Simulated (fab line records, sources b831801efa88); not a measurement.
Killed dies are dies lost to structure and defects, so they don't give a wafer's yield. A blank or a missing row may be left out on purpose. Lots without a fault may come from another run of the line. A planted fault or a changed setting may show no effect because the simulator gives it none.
Chamber matching | flow gf180mcu | GF_V5_CMP_26 on cmp-02: 4 sister chambers
The step polishes, stops on SiO2, t overpolish 15 s, target thk 0 nm. 7 wafers are shown with their chamber, then 8 later ones without.

WAFERS WITH THEIR CHAMBER
wafer  | chamber | time_to_endpoint_s (s) | motor_current_A (A)
L272.1 | 1       | 85.8                   | 12.5
L278.4 | 2       | 81.5                   | 10.8
L281.3 | 3       | 85.6                   | 12.3
L281.4 | 0       | 83.5                   | 11.9
L282.1 | 0       | 83.2                   | 12.0
L282.6 | 3       | 83.8                   | 11.4
L292.1 | 2       | 80.2                   | 11.3

WAFERS WITHOUT THEIR CHAMBER
wafer  | time_to_endpoint_s (s) | motor_current_A (A)
L292.3 | 84.4                   | 12.6
L292.5 | 85.4                   | 12.0
L293.2 | 81.7                   | 11.2
L293.3 | 86.4                   | 11.5
L293.6 | 86.2                   | 13.3
L294.3 | 86.8                   | 12.4
L294.4 | 82.6                   | 11.8
L294.6 | 82.9                   | 11.1

WHICH CHAMBER EACH WENT THROUGH
wafer  | from the rows above          | in truth
L292.3 | can't be placed: 1 or 3 or 0 | 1
L292.5 | can't be placed: 3 or 1 or 0 | 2
L293.2 | can't be placed: 2 or 0      | 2
L293.3 | can't be placed: 3 or 1 or 0 | 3
L293.6 | can't be placed: 1 or 3      | 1
L294.3 | can't be placed: 1 or 3      | 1
L294.4 | can't be placed: 0 or 3 or 2 | 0
L294.6 | can't be placed: 0 or 2 or 3 | 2
Placed correctly: 0 of 8. Can't be placed from these rows: 8 (the true chamber is among the candidates in 7). Placed wrongly: 0.
How it was worked out, from the rows above alone: a wafer's distance from a chamber is the root of the sum, over the readings, of the square of ((its reading less the chamber's mean) divided by the reading's scatter). The wafer belongs to the nearest chamber; if the next one is less than 2 further off, it can't be placed. A chamber's mean is the mean of its shown wafers. The scatter: the root of (the sum of the squares of (reading less its chamber's mean) over the shown wafers, divided by (wafers less chambers)).
